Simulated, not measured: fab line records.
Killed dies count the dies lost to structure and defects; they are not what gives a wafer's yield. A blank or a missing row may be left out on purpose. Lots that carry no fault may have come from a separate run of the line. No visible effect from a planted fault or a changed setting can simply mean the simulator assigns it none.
Struck lot and sound lot, side by side / flow gf180mcu / 12 out of 602 route steps
Sound: wafers L135.2, L135.3, L135.6. Wafers L134.1, L134.3, L134.4 were the ones struck. The cause comes at the end.
At each step with rows: each side's tool, then ch and its chambers, then its first start. Under that, the readings that differ: sound wafers / struck wafers / difference of the means / sigmas: that difference in standard deviations of wafers without a fault.
alike: a reading whose means differ by less than 2 such deviations, as well as words and numbers matching on both sides. not compared: withheld readings; readings where some wafer has no value; bounds like >300 that might hide an equal value; numbers whose values overlap and for which the record gives no deviation.
A row with sigmas, a row that says differs or no value, or rows on one side alone: a step with any of these is where the two part. Non-overlapping numbers with no deviation appear without sigmas and do not part them. A reading missing from all wafers of one side parts the sides only when that side holds two or more wafers.

GF_STI_BOW_MEAS_00:
  sound on film-metro-01 at day 5 14:01; struck on film-metro-01 at day 5 09:00
  alike: INCOMING_BOW
then, 1 step without rows for these wafers: GF_STI_OXIDATION_01 (stabilise 600 s, purge 300 s, target thk 10 nm).
GF_STI_THK_MEAS_02:
  sound on film-metro-03 at day 5 15:31; struck on film-metro-02 at day 5 11:34
  alike: STI_OXIDATION_THK
then, 1 step without rows for these wafers: GF_STI_CVD_03 (deposits Si3N4 from DCS/NH3, target thk 207.16 nm, time 3551 s).
GF_STI_THK_MEAS_04:
  sound on film-metro-02 at day 5 17:34; struck on film-metro-03 at day 5 13:37
  alike: STI_CVD_03_THK
then, 5 steps without rows for these wafers: GF_STI_DEHYDRATE_05 (time 60 s); GF_STI_HMDS_06 (prime time 60 s); GF_STI_COAT_07 (resist thk 700 nm); GF_STI_SOFTBAKE_08 (time 60 s); GF_STI_EXPOSE_09 (exposes mask COMP, target cd 220 nm).
GF_STI_PEB_10: peb time 90 s.
  struck on litho-track-02, day 6 03:13; sound on litho-track-03 ch 0, day 6 08:10
  no value came back on the struck wafers for chill-plate-temp-C (C), exhaust-pa (Pa); on the sound wafers chill-plate-temp-C (C) reads 23.24 23.02 23.20
then, 1 step without rows for these wafers: GF_STI_DEVELOP_11 (develop time 60 s).

== WHERE THEY PART ==
At GF_STI_PEB_10 and nowhere else, as far as this record goes.

WHY: what the simulator had put in
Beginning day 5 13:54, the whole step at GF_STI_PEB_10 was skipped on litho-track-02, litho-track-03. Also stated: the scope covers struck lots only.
